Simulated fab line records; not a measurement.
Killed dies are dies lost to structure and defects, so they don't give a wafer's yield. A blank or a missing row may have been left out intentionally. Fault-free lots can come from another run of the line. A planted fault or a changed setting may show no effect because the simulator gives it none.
What tool caused it? -- flow sky130 -- 12 lots with 36 wafers sampled at 5 steps, on a route of 708 steps

## WHAT EACH GAUGE READ, for each wafer
The record holds no reading of a measuring or inspecting step that can be judged against a usual standard deviation.

## WHAT TOOL EACH LOT RAN ON (gives the tool, then ch and the chambers of the sampled wafers, and finally the start)
lot,SKY_METAL3_SPUTTER_01,SKY_CAPM_SPUTTER_02,SKY_CAPM_STRIP_14,SKY_CAPM_STRIP_15,SKY_PAD_OPEN_PROBE_99
L604,"pvdSputter-04, day 37 03:50","pvdSputter-01, day 37 04:02","plasmaAsher-03 ch 0,1, day 38 05:43","wetBench-01 ch 1, day 38 05:49","prober-01, day 46 14:07"
L606,"pvdSputter-04, day 37 20:49","pvdSputter-02, day 37 21:02","plasmaAsher-04 ch 1, day 38 22:01","wetBench-01 ch 2, day 38 22:07","prober-01, day 47 02:44"
L603,"pvdSputter-01, day 37 21:40","pvdSputter-03, day 37 21:53","plasmaAsher-03 ch 0,1, day 38 22:57","wetBench-01 ch 2, day 38 23:01","prober-02, day 47 02:48"
L605,"pvdSputter-04, day 37 22:00","pvdSputter-01, day 37 22:13","plasmaAsher-03 ch 0,1, day 38 23:28","wetBench-01 ch 1, day 38 23:34","prober-01, day 47 04:23"
L607,"pvdSputter-02, day 37 22:57","pvdSputter-03, day 37 23:10","plasmaAsher-03 ch 0,1, day 39 00:58","wetBench-01 ch 1, day 39 01:04","prober-02, day 47 06:04"
L608,"pvdSputter-02, day 38 02:32","pvdSputter-03, day 38 02:46","plasmaAsher-01 ch 0,1, day 39 03:37","wetBench-01 ch 1, day 39 03:43","prober-01, day 47 07:25"
L609,"pvdSputter-01, day 38 07:30","pvdSputter-03, day 38 07:43","plasmaAsher-04 ch 1, day 39 08:31","wetBench-01 ch 2, day 39 08:37","prober-02, day 47 11:04"
L610,"pvdSputter-04, day 38 15:02","pvdSputter-03, day 38 15:14","plasmaAsher-01 ch 0,1, day 39 16:58","wetBench-01 ch 3, day 39 17:01","prober-01, day 47 18:16"
L612,"pvdSputter-01, day 39 14:22","pvdSputter-03, day 39 14:35","plasmaAsher-03 ch 0,1, day 40 14:51","wetBench-02 ch 0, day 40 14:55","prober-02, day 48 11:44"
L621,"pvdSputter-01, day 42 03:16","pvdSputter-02, day 42 03:29","plasmaAsher-01 ch 0,1, day 43 02:55","wetBench-01 ch 1, day 43 03:01","prober-01, day 50 08:53"
L623,"pvdSputter-01, day 42 17:18","pvdSputter-03, day 42 17:31","plasmaAsher-01 ch 0,1, day 43 17:10","wetBench-04 ch 2, day 43 17:16","prober-02, day 50 20:13"
L624,"pvdSputter-01, day 43 03:28","pvdSputter-02, day 43 03:41","plasmaAsher-03 ch 0,1, day 44 02:01","wetBench-01 ch 3, day 44 02:04","prober-01, day 51 02:49"
- SKY_METAL3_SPUTTER_01: material TiN, target thk 20 nm, time 16.7 s.
- SKY_CAPM_SPUTTER_02: material TiN, target thk 200 nm, time 166.7 s.
- SKY_CAPM_STRIP_14: strips in O2/N2.
- SKY_CAPM_STRIP_15: strips in post etch residue remover, time 1200 s.
- SKY_PAD_OPEN_PROBE_99

## AS READ BY THE TOOLS THEMSELVES (means over the sampled wafers that have a number; for cases with no such wafer, the mark the record gives instead)
SKY_METAL3_SPUTTER_01.
lot,tool,throttleValvePct (%)
L604,pvdSputter-04,30.5
L606,pvdSputter-04,30.7
L603,pvdSputter-01,29.2
L605,pvdSputter-04,30.5
L607,pvdSputter-02,28.9
L608,pvdSputter-02,30.9
L609,pvdSputter-01,29.9
L610,pvdSputter-04,30.5
L612,pvdSputter-01,30.4
L621,pvdSputter-01,29.9
L623,pvdSputter-01,29.2
L624,pvdSputter-01,29.7

SKY_CAPM_SPUTTER_02.
lot,tool,throttleValvePct (%)
L604,pvdSputter-01,30.0
L606,pvdSputter-02,29.9
L603,pvdSputter-03,31.4
L605,pvdSputter-01,30.0
L607,pvdSputter-03,30.5
L608,pvdSputter-03,29.4
L609,pvdSputter-03,30.6
L610,pvdSputter-03,30.7
L612,pvdSputter-03,29.5
L621,pvdSputter-02,30.3
L623,pvdSputter-03,30.6
L624,pvdSputter-02,31.4

SKY_CAPM_STRIP_14.
lot,tool,drypumpMotorCurrentA (A),n2FlowSccm (sccm),oesProductAu (a.u.),stripTimeToEndpointS (s)
L604,plasmaAsher-03,5.7,300.0,0.712,12.63
L606,plasmaAsher-04,5.1,301.3,0.705,12.65
L603,plasmaAsher-03,5.3,300.7,0.711,12.68
L605,plasmaAsher-03,5.7,299.9,0.709,12.58
L607,plasmaAsher-03,5.7,299.5,0.710,12.58
L608,plasmaAsher-01,5.5,299.2,0.711,12.62
L609,plasmaAsher-04,5.1,300.3,0.712,12.58
L610,plasmaAsher-01,5.2,299.7,0.713,12.68
L612,plasmaAsher-03,5.3,300.8,0.711,12.67
L621,plasmaAsher-01,5.5,301.1,0.713,12.65
L623,plasmaAsher-01,5.2,299.3,0.707,12.69
L624,plasmaAsher-03,5.6,299.5,0.711,12.64

SKY_CAPM_STRIP_15.
lot,tool,runLengthS (s)
L604,wetBench-01,1227
L606,wetBench-01,1231
L603,wetBench-01,1231
L605,wetBench-01,1235
L607,wetBench-01,1234
L608,wetBench-01,1236
L609,wetBench-01,1280
L610,wetBench-01,1282
L612,wetBench-02,1225
L621,wetBench-01,1234
L623,wetBench-04,1233
L624,wetBench-01,1226

SKY_PAD_OPEN_PROBE_99.
lot,tool,defectLimitedYield (%),killed_at_M0_to_M3,killed_at_M4_up,killedAtContacts,killedAtFrontEnd,killedAtOther,killedDies,killedOpen,killedShort,sort_bin_3_pad_short (%),sort_bin_5_function (%),sort_bin_6_memory (%),sortNPass,sortYieldPct (%)
L604,prober-01,80.4,53,3.3,24,16,0.0,96,54,42,0.9,12.3,6.4,396,80.4
L606,prober-01,84.9,39,4.0,19,13,0.0,74,39,35,0.6,9.0,5.5,418,84.9
L603,prober-02,81.4,43,1.3,33,14,0.7,91,49,42,0.7,11.3,6.6,401,81.4
L605,prober-01,83.5,45,0.7,27,9,0.0,81,45,37,0.6,9.8,6.2,411,83.5
L607,prober-02,84.0,39,3.3,24,10,1.0,78,45,34,0.6,9.6,5.8,414,84.0
L608,prober-01,80.7,47,4.0,31,13,0.0,95,51,44,1.3,11.3,6.6,397,80.7
L609,prober-02,79.9,58,2.3,24,15,0.0,99,55,44,0.9,12.8,6.4,393,79.9
L610,prober-01,84.0,38,4.3,21,15,0.3,79,43,36,0.7,9.0,6.2,413,84.0
L612,prober-02,82.4,45,2.0,25,15,0.0,87,49,38,1.0,10.6,6.0,405,82.4
L621,prober-01,82.6,47,1.3,24,13,0.0,86,52,34,0.9,11.1,5.4,406,82.6
L623,prober-02,81.6,44,1.7,31,13,0.3,90,50,40,0.8,10.9,6.6,402,81.6
L624,prober-01,84.4,44,1.7,17,15,0.3,77,43,34,1.0,9.4,5.3,415,84.4

## THE ANSWER, worked out from the rows above alone
Rule: what is usual is taken from the lots themselves. Put in order of their means at a reading, lots are off if they are a third of the lots or fewer, leave a main group of 4 or more, and stand apart from it by a gap of 3 or more times the standard deviation of the main group's means; of several such gaps the widest counts. A main group whose means are all the same, to the digits that the tables above print for the reading, isn't used. A lot without any number at a reading at which 4 lots or more have one is off too. Where the step has rows for the other lots, those lots are counted as sound. First the gauges in route order, then the tools' own readings, where a lot's mean is used as printed above. At the first step where some lot is off, the reading lying furthest off is the one used; lots without a number count as furthest.
Off: L609, L610, at SKY_CAPM_STRIP_15 (runLengthS). Mean 1231 s and standard deviation 3.7 in the main group.
If a tool, at that step or one of the process steps before it, ran each lot that is off and ran no sound lot following the first of them, it fits. No candidate that was tried fits.

## WHAT THE SIMULATOR HAD PUT IN
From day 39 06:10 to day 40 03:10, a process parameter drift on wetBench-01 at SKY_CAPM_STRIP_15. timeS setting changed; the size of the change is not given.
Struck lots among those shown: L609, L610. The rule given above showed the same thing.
